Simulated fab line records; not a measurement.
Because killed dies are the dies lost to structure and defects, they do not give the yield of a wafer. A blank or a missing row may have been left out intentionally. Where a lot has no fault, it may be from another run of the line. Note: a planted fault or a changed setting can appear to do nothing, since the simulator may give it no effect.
fab line records | flow gf180mcu
[record] lots = 14 wafers = 42 lastDay = 34
route steps=602 shown HV_LDD@183 NSD@241 PSD@261 CONTACT@309
lots that met no fault: from a run of the same line without faults
startH: hours from the record's opening day to when the first of the lot's shown wafers began | waitH: hours since the lot's step before | " as in the row above | L1.1+2: several wafers, shown together as one row | - no value present, or no start provided | * or withheld: withheld | < > ~ a bound
route shown NAME@n: NAME is a module with steps in the file, n the number in the route of the first one | usual: average and standard deviation across the fault-free wafers | same: alike in all rows | chamber/n: place in a boat | sites: per-site readings | _std_site: standard deviation across them | _edge_site: inner sites' mean taken away from outer sites' mean | radiusMm: for every site, how far away it sits from the centre of the wafer | mask NAME#n: copy n | behind: the most recent tool/chamber to have shaped the wafer | hold: what put the lot on hold/how long, in hours/how the hold closed | device: the n, p or np transistor that did not switch | end of line: tests run on the same wafers once the route is complete | a step without rows: its recipe alone | killed: dies that structure and defects cost at the first sort, which is not the same as the wafer's yield | map: shows each die of a wafer: x if killed, . if not, _ if none is there
set.NAME: setting as actually run; set.NAME@STEP: the setting as run at that earlier step | model.NAME: the simulator's own value behind a step, which no gauge read
steps of the route over a sample of lots; a table a step, a row a wafer
services: from which hour (startH, from the record's first day; less than 0 if before it) a tool's chamber was out of use, for how many hours, and why
[[steps]]
[step GF_HV_LDD_CD_MEAS_07]
[recipe] targetCdNm = 400
[usual] cdNm = 399.9/2.4
// columns lot.wafer tool chamber startH waitH cdNm
L394.2 cdSem-02 - 216.52 0.1 400.1
L394.5 " - " " 400.8
L394.6 " - " " 400.4
L396.2 cdSem-01 - 231.61 0.1 399.0
L396.3 " - " " 398.9
L396.4 " - " " 398.6
L399.1 cdSem-01 - 251.71 0.1 400.4
L399.4 " - " " 401.1
L399.5 " - " " 401.1
L400.2 cdSem-02 - 259.02 0.1 395.4
L400.3 " - " " 396.8
L400.4 " - " " 396.8
L401.3 cdSem-02 - 267.55 0.1 402.0
L401.4 " - " " 397.8
L401.6 " - " " 397.2
L406.2 cdSem-01 - 301.23 0.1 403.3
L406.4 " - " " 404.1
L406.6 " - " " 401.5
L407.1 cdSem-01 - 306.29 0.1 401.1
L407.4 " - " " 397.4
L407.6 " - " " 399.5
L409.2 cdSem-02 - 324.73 0.1 405.3
L409.4 " - " " 404.9
L409.5 " - " " 404.9
L410.2 cdSem-02 - 338.48 0.1 400.6
L410.3 " - " " 400.5
L410.6 " - " " 397.9
L411.1 cdSem-02 - 354.56 0.1 398.9
L411.4 " - " " 401.9
L411.5 " - " " 400.5
L412.1 cdSem-01 - 367.24 0.1 400.9
L412.4 " - " " 401.7
L412.6 " - " " 399.3
L413.1 cdSem-02 - 373.60 0.1 396.4
L413.2 " - " " 398.5
L413.3 " - " " 396.5
L416.2 cdSem-01 - 388.56 0.1 400.9
L416.3 " - " " 402.0
L416.6 " - " " 402.6
L417.2 cdSem-02 - 392.03 0.1 400.5
L417.3 " - " " 396.4
L417.6 " - " " 398.8
[step GF_NSD_DEVELOP_06]
[recipe] developTimeS = 60 devTempC = 23
[usual] chillPlateTempC = 22.99/0.11 developTimeS = 60/0 developerTempC = 23.02/0.099
// columns lot.wafer tool chamber startH waitH chillPlateTempC developTimeS developerTempC
L394.2 lithoTrack-02 0 297.12 0.1 23.08 60 22.97
L394.5 " 0 " " 23.11 60 23.07
L394.6 " 0 " " 23.08 60 22.99
L396.2 lithoTrack-01 0 312.82 0.1 23.12 60 23.02
L396.3 " 0 " " 23.10 60 23.13
L396.4 " 0 " " 22.94 60 22.99
L399.1 lithoTrack-04 0 336.41 0.1 23.25 60 22.80
L399.4 " 0 " " 22.84 60 23.02
L399.5 " 0 " " 23.08 60 22.98
L400.2 lithoTrack-04 - 345.84 0.1 - - -
L400.3 " - " " - - -
L400.4 " - " " - - -
L401.3 lithoTrack-01 - 355.04 0.1 - - -
L401.4 " - " " - - -
L401.6 " - " " - - -
L406.2 lithoTrack-01 0 392.37 0.1 22.97 60 22.97
L406.4 " 0 " " 23.12 60 22.89
L406.6 " 0 " " 23.07 60 22.97
L407.1 lithoTrack-04 0 398.66 0.1 22.95 60 23.04
L407.4 " 0 " " 22.85 60 23.07
L407.6 " 0 " " 22.76 60 23.11
L409.2 lithoTrack-04 0 419.34 0.1 22.94 60 23.00
L409.4 " 0 " " 23.07 60 23.06
L409.5 " 0 " " 23.18 60 22.94
L410.2 lithoTrack-01 0 434.12 0.1 22.91 60 23.17
L410.3 " 0 " " 22.88 60 23.01
L410.6 " 0 " " 22.72 60 23.01
L411.1 lithoTrack-04 0 452.41 0.1 23.03 60 23.29
L411.4 " 0 " " 22.97 60 23.05
L411.5 " 0 " " 23.11 60 23.06
L412.1 lithoTrack-04 0 466.56 0.1 23.06 60 22.94
L412.4 " 0 " " 22.95 60 23.05
L412.6 " 0 " " 23.08 60 23.04
L413.1 lithoTrack-02 0 472.89 0.1 23.03 60 22.91
L413.2 " 0 " " 23.11 60 22.85
L413.3 " 0 " " 23.03 60 22.94
L416.2 lithoTrack-04 0 489.44 0.1 23.02 60 22.89
L416.3 " 0 " " 22.99 60 22.91
L416.6 " 0 " " 22.93 60 23.13
L417.2 lithoTrack-04 0 492.24 0.1 23.00 60 22.95
L417.3 " 0 " " 23.08 60 22.95
L417.6 " 0 " " 22.99 60 23.00
[step GF_PSD_RTA_13]
[recipe] tempC = 1025 timeS = 20 ambient = N2
[usual] lampPowerPct = 32.5/1.7 wafer_temp_C_max = 1029.8/1.9
// columns lot.wafer tool chamber startH waitH lampPowerPct wafer_temp_C_max
L394.2 rtpAnneal-01 0 318.42 0.0 30.3 1032.6
L394.5 " 0 " " 30.3 1031.4
L394.6 " 0 " " 30.3 1032.2
L396.2 rtpAnneal-02 0 335.15 0.0 33.8 1028.0
L396.3 " 0 " " 33.8 1030.8
L396.4 " 0 " " 33.9 1028.6
L399.1 rtpAnneal-02 0 359.33 0.0 33.8 1027.9
L399.4 " 0 " " 33.8 1028.5
L399.5 " 0 " " 33.8 1028.1
L400.2 rtpAnneal-02 0 369.07 0.0 33.8 1028.3
L400.3 " 0 " " 33.8 1029.3
L400.4 " 0 " " 33.8 1027.8
L401.3 rtpAnneal-02 0 378.76 0.0 33.8 1029.0
L401.4 " 0 " " 33.8 1029.0
L401.6 " 0 " " 33.8 1028.3
L406.2 rtpAnneal-01 0 416.57 0.0 30.3 1031.6
L406.4 " 0 " " 30.3 1031.0
L406.6 " 0 " " 30.3 1033.0
L407.1 rtpAnneal-01 0 423.71 0.0 30.3 1033.6
L407.4 " 0 " " 30.3 1031.5
L407.6 " 0 " " 30.2 1031.9
L409.2 rtpAnneal-02 0 444.87 0.0 33.8 1028.4
L409.4 " 0 " " 33.9 1028.9
L409.5 " 0 " " 33.8 1027.3
L410.2 rtpAnneal-02 0 460.19 0.0 33.9 1028.3
L410.3 " 0 " " 33.9 1029.9
L410.6 " 0 " " 33.9 1028.9
L411.1 rtpAnneal-02 0 477.81 0.0 33.8 1028.3
L411.4 " 0 " " 33.8 1028.7
L411.5 " 0 " " 33.8 1027.9
L412.1 rtpAnneal-02 0 491.98 0.0 33.9 1027.9
L412.4 " 0 " " 33.8 1028.4
L412.6 " 0 " " 33.8 1028.0
L413.1 rtpAnneal-01 0 497.53 0.0 30.3 1030.5
L413.2 " 0 " " 30.3 1033.2
L413.3 " 0 " " 30.3 1034.0
L416.2 rtpAnneal-01 0 513.84 0.0 30.3 1030.7
L416.3 " 0 " " 30.3 1028.7
L416.6 " 0 " " 30.3 1031.8
L417.2 rtpAnneal-01 0 517.54 0.0 30.3 1031.4
L417.3 " 0 " " 30.3 1032.6
L417.6 " 0 " " 30.3 1032.0
[step GF_CONTACT_SPUTTER_22]
[recipe] material = Ti targetThkNm = 15 chamberPressurePa = 5 powerW = 2500 substrateTempC = 200 timeS = 80.02
[usual] throttleValvePct = 29.8/0.58
// columns lot.wafer tool chamber startH waitH throttleValvePct
L394.2 pvdSputter-03 - 363.81 0.0 30.6
L394.5 " - " " 29.7
L394.6 " - " " 30.5
L396.2 pvdSputter-03 - 382.19 0.0 29.8
L396.3 " - " " 30.5
L396.4 " - " " 29.0
L399.1 pvdSputter-04 - 407.39 0.0 30.3
L399.4 " - " " 29.2
L399.5 " - " " 29.8
L400.2 pvdSputter-03 - 417.69 0.0 30.4
L400.3 " - " " 29.7
L400.4 " - " " 30.6
L401.3 pvdSputter-04 - 429.17 0.0 29.2
L401.4 " - " " 30.7
L401.6 " - " " 29.2
L406.2 pvdSputter-03 - 467.88 0.0 30.3
L406.4 " - " " 30.5
L406.6 " - " " 29.3
L407.1 pvdSputter-04 - 474.68 0.0 29.8
L407.4 " - " " 29.2
L407.6 " - " " 29.9
L409.2 pvdSputter-03 - 495.88 0.0 30.1
L409.4 " - " " 30.6
L409.5 " - " " 29.6
L410.2 pvdSputter-04 - 511.61 0.0 28.9
L410.3 " - " " 30.0
L410.6 " - " " 30.1
L411.1 pvdSputter-02 - 527.53 0.0 30.2
L411.4 " - " " 29.3
L411.5 " - " " 29.2
L412.1 pvdSputter-04 - 541.13 0.0 30.5
L412.4 " - " " 28.9
L412.6 " - " " 28.9
L413.1 pvdSputter-02 - 545.98 0.0 30.0
L413.2 " - " " 29.5
L413.3 " - " " 29.4
L416.2 pvdSputter-04 - 563.43 0.0 29.0
L416.3 " - " " 29.8
L416.6 " - " " 30.5
L417.2 pvdSputter-03 - 565.76 0.0 30.8
L417.3 " - " " 29.6
L417.6 " - " " 30.5
[[services]]
// columns tool chamber startH hours kind
rtpAnneal-01 - 348.86 3.9 pm
pvdSputter-03 - 487.65 2.0 repair
pvdSputter-03 - 489.88 5.8 repair
rtpAnneal-02 - 493.81 1.5 repair
pvdSputter-04 - 510.74 0.5 repair
lithoTrack-01 - 532.14 - consumableReplace:filter
rtpAnneal-02 - 540.14 5.3 pm
lithoTrack-04 - 541.64 - consumableReplace:filter
pvdSputter-02 - 557.42 12.3 repair
[[key]]
[firstSign] step = GF_NSD_DEVELOP_06 reading = toolRecord direction = missing
effect none on later readings
metAt GF_NSD_DEVELOP_06
struckLots L400,L401
sortLeftOut L400.2,L400.3,L400.4,L401.3,L401.4,L401.6
testerLeftOut L400,L401
notActingAt GF_HV_LDD_CD_MEAS_07,GF_PSD_RTA_13,GF_CONTACT_SPUTTER_22
onsetBetween 336.41 345.84
[fault] kind = skippedStepWhole tool = lithoTrack-01,lithoTrack-04 chamber = - onsetH = 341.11 steps = GF_NSD_DEVELOP_06 scope = struckLotsOnly
// testerLeftOut: of these lots the tester's yield and bins aren't shown, on N5 and GAA mostly nor the transistor test; their killed dies are dies lost to structure and defects alone, not to doping, threshold or leakage, so they don't give the yield
// sortLeftOut: the simulated sort isn't trusted on such a fault, so these wafers' sort isn't shown, and their yield isn't known
